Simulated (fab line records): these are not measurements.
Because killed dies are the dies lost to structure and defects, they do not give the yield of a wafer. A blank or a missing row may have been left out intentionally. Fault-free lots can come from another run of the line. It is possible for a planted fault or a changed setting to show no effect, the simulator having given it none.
A lot that was struck, set against a sound lot | flow sky130 | 15 steps out of a route of 708
Sound: the wafers L124.2, L124.4, L124.5. Struck: wafer L116.3 (left out: L116.4, a lot-mate that was not struck); the cause follows at the end.
Order at every step that has rows: each side's tool, ch and its chambers, its first start. Under that, the readings that differ: sound wafers | struck wafers | difference of the means | sigmas: that difference in standard deviations of wafers without a fault.
alike: same words and numbers on both sides, and readings whose means sit less than 2 such deviations apart. not compared: any withheld reading, any reading some wafer has no value for, any bound like >300 that may hide the same value, and any number with overlapping values for which the record gives no deviation.
The two part at a step that has a row with sigmas, a row that says differs or no value, or rows on one side only. When numbers do not overlap yet have no deviation, they are printed without sigmas and do not part them. A reading missing from all wafers of one side parts the sides only when that side holds two or more wafers.

first, 3 steps without rows for these wafers: SKY_METAL1_EXPOSE_12 (exposes mask MM1, target cd 140 nm); SKY_METAL1_PEB_13; SKY_METAL1_DEVELOP_14 (develop time 60 s).
SKY_METAL1_CD_MEAS_15: the cd target is 140 nm.
  sound on cdSem-02 at day 37 15:43; struck on cdSem-02 at day 35 05:35
  alike: cdNm
SKY_METAL1_OVL_MEAS_16:
  sound on overlay-02 at day 37 15:49; struck on overlay-01 at day 35 05:40
  alike: METAL1_OVL
SKY_METAL1_DESCUM_17: chemistry O2, time 8 s.
  sound on rieMetal-03 ch 1, day 37 15:52; struck on rieMetal-03 ch 1, day 35 05:43
  alike: chamberPressureMTorr, drypumpMotorCurrentA, oesProductAu
  not compared: rfHoursCounterH
SKY_METAL1_ETCH_18: etches BARC in N2/H2, stops on SiO2, time 45.9 s, target depth 60 nm.
  sound on rieMetal-03 ch 1, day 37 15:56; struck on rieMetal-03 ch 1, day 35 05:45
  alike: chamberPressureMTorr, drypumpMotorCurrentA, oesProductAu, throttleValvePct
  not compared: rfHoursCounterH
SKY_METAL1_METAL_ETCH_19: etches the open film in Cl2/BCl3, stops on SiO2, target depth 360 nm, time 78 s.
  sound on rieMetal-03 ch 1, day 37 16:04; struck on rieMetal-03 ch 1, day 35 05:49
  alike: chamberPressureMTorr, drypumpMotorCurrentA, oesProductAu, throttleValvePct
  not compared: rfHoursCounterH
SKY_METAL1_STRIP_20: strips in O2/N2.
  sound on plasmaAsher-02 ch 0,1, day 37 16:13; struck on plasmaAsher-02 ch 0, day 35 05:55
  alike: chamberPressureMTorr, drypumpMotorCurrentA, oesProductAu, stripTimeToEndpointS
  not compared: rfHoursCounterH
then, 3 steps without rows for these wafers: SKY_METAL1_STRIP_21 (strips in post etch residue remover, time 1200 s); SKY_METAL1_CLEAN_22 (cleans in IPA, time 180 s); SKY_METAL1_CLEAN_23 (cleans in O3/DIW).
SKY_VIA1_HDPCVD_00: deposits SiO2, target thk 1030 nm, time 171.7 s.
  sound on hdpcvd-02 ch 0,1,2, day 37 17:18; struck on hdpcvd-02 ch 1, day 35 06:29
reading                                 | sound          | struck | difference | sigmas
model.SiO2_of_VIA1_HDPCVD_00.thkNm (nm) | 1026 1041 1033 | 1448   | +415       | 
SKY_VIA1_THK_MEAS_01:
  sound on filmMetro-03 at day 37 17:25; struck on filmMetro-03 at day 35 06:37
reading              | sound          | struck | difference | sigmas
VIA1_HDPCVD_THK (nm) | 1026 1041 1034 | 1448   | +414       | +47
SKY_VIA1_CMP_02: polishes SiO2.
  sound on cmp-02 ch 0,2,3, day 37 17:28; struck on cmp-01 ch 3, day 35 06:42
  alike: motorCurrentA

== WHERE THEY PART ==
Only at SKY_VIA1_THK_MEAS_01, within this record. Later steps at which nothing parts them and some readings are alike: SKY_VIA1_CMP_02.

WHY: whatever the simulator had introduced
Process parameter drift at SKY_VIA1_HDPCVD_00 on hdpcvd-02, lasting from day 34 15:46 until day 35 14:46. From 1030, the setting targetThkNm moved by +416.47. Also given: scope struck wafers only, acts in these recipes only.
